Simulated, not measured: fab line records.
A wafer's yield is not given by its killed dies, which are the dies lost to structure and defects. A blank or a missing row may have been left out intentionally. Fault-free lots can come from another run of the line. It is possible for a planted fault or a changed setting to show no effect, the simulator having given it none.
Which tool did it?	flow gf180mcu	33 wafers from 11 lots sampled at 5 of the route's 602 steps

WHAT THE GAUGES READ, wafer by wafer
GF_V5_RS_MEAS_24: uses a four-point probe to measure.
lot	measured	on	V5_W_RS (ohm/sq)
L992	day 27 16:05	film-metro-04	0.330 0.328 0.319
L993	day 27 19:41	film-metro-02	0.320 0.328 0.320
L995	day 28 10:55	film-metro-04	0.320 0.335 0.329
L996	day 28 20:01	film-metro-02	0.320 0.321 0.327
L997	day 29 05:03	film-metro-04	0.321 0.322 0.332
L999	day 29 17:55	film-metro-02	0.328 0.331 0.322
L103	day 30 21:26	film-metro-03	0.323 0.326 0.326
L104	day 31 07:32	film-metro-03	0.332 0.323 0.330
L107	day 31 22:37	film-metro-03	0.317 0.328 0.318
L109	day 32 12:56	film-metro-04	0.311 0.329 0.312
L111	day 33 00:13	film-metro-02	0.327 0.308 0.326

WHICH TOOL RAN EACH LOT (tool, then ch and the chambers of the sampled wafers, then the start)
lot	GF_M4_METAL_ETCH_16	GF_MIM_STRIP_20	GF_M5_METAL_ETCH_10	GF_V5_CVD_23
L992	rie-metal-01 ch 0,1, day 23 20:13	plasma-asher-04 ch 0,1, day 25 19:47	rie-metal-01 ch 0,1, day 26 17:14	cvd-w-01 ch 0,1, day 27 15:55
L993	rie-metal-01 ch 0,1, day 24 02:21	plasma-asher-01 ch 0,1, day 26 00:35	rie-metal-04 ch 0,1, day 26 21:22	cvd-w-01 ch 0,1, day 27 19:35
L995	rie-metal-02 ch 0, day 24 18:03	plasma-asher-03 ch 0,1, day 26 16:19	rie-metal-04 ch 0,1, day 27 12:32	cvd-w-01 ch 0,1, day 28 10:49
L996	rie-metal-01 ch 0, day 25 05:23	plasma-asher-04 ch 0,1, day 27 01:42	rie-metal-01 ch 0,1, day 27 22:04	cvd-w-01 ch 0,1, day 28 19:53
L997	rie-metal-01 ch 0,1, day 25 14:43	plasma-asher-04 ch 0,1, day 27 11:17	rie-metal-04 ch 0, day 28 07:22	cvd-w-01 ch 0,1, day 29 04:54
L999	rie-metal-01 ch 0,1, day 26 04:57	plasma-asher-01 ch 0,1, day 28 00:52	rie-metal-03 ch 0,1, day 28 20:52	cvd-w-02 ch 0,1, day 29 17:48
L103	rie-metal-01 ch 0,1, day 27 12:04	plasma-asher-01 ch 0,1, day 29 06:22	rie-metal-04 ch 0,1, day 30 01:50	cvd-w-02 ch 1, day 30 21:19
L104	rie-metal-02 ch 0,1, day 27 23:29	plasma-asher-03 ch 0,1, day 29 16:12	rie-metal-04 ch 0,1, day 30 11:31	cvd-w-01 ch 0,1, day 31 07:23
L107	rie-metal-01 ch 0,1, day 28 17:24	plasma-asher-04 ch 0,1, day 30 09:09	rie-metal-04 ch 0,1, day 31 03:02	cvd-w-01 ch 0,1, day 31 22:29
L109	rie-metal-02 ch 0,1, day 29 07:08	plasma-asher-04 ch 0,1, day 30 23:40	rie-metal-03 ch 0,1, day 31 18:01	cvd-w-01 ch 0,1, day 32 12:49
L111	rie-metal-03 ch 0,1, day 29 21:31	plasma-asher-03 ch 0,1, day 31 12:10	rie-metal-01 ch 1, day 32 05:11	cvd-w-01 ch 0,1, day 33 00:05
- GF_M4_METAL_ETCH_16: etches the open film in Cl2/BCl3, stops on SiO2, target depth 627.5 nm, time 104.6 s.
- GF_MIM_STRIP_20: strips in O2/N2.
- GF_M5_METAL_ETCH_10: etches the open film in Cl2/BCl3, stops on SiO2, target depth 627.5 nm, time 104.6 s.
- GF_V5_CVD_23: deposits W, target thk 350 nm, time 104.9 s.

THE ANSWER, worked out from the rows above alone
Rule: the usual values come from the lots themselves. The widest of any qualifying gaps counts: lots, ordered by their means at a reading, are off when they make up no more than a third of the lots, leave a main group of 4 or more, and stand apart from it by 3 or more times the standard deviation of that group's means. Not used: any main group whose means are identical at the precision the tables above print for the reading. A lot without any number at a reading at which 4 lots or more have one is off too. All remaining lots with rows at the step are treated as sound.
None of the lots is off at any reading shown; this tells nothing.

WHAT THE SIMULATOR HAD INSERTED
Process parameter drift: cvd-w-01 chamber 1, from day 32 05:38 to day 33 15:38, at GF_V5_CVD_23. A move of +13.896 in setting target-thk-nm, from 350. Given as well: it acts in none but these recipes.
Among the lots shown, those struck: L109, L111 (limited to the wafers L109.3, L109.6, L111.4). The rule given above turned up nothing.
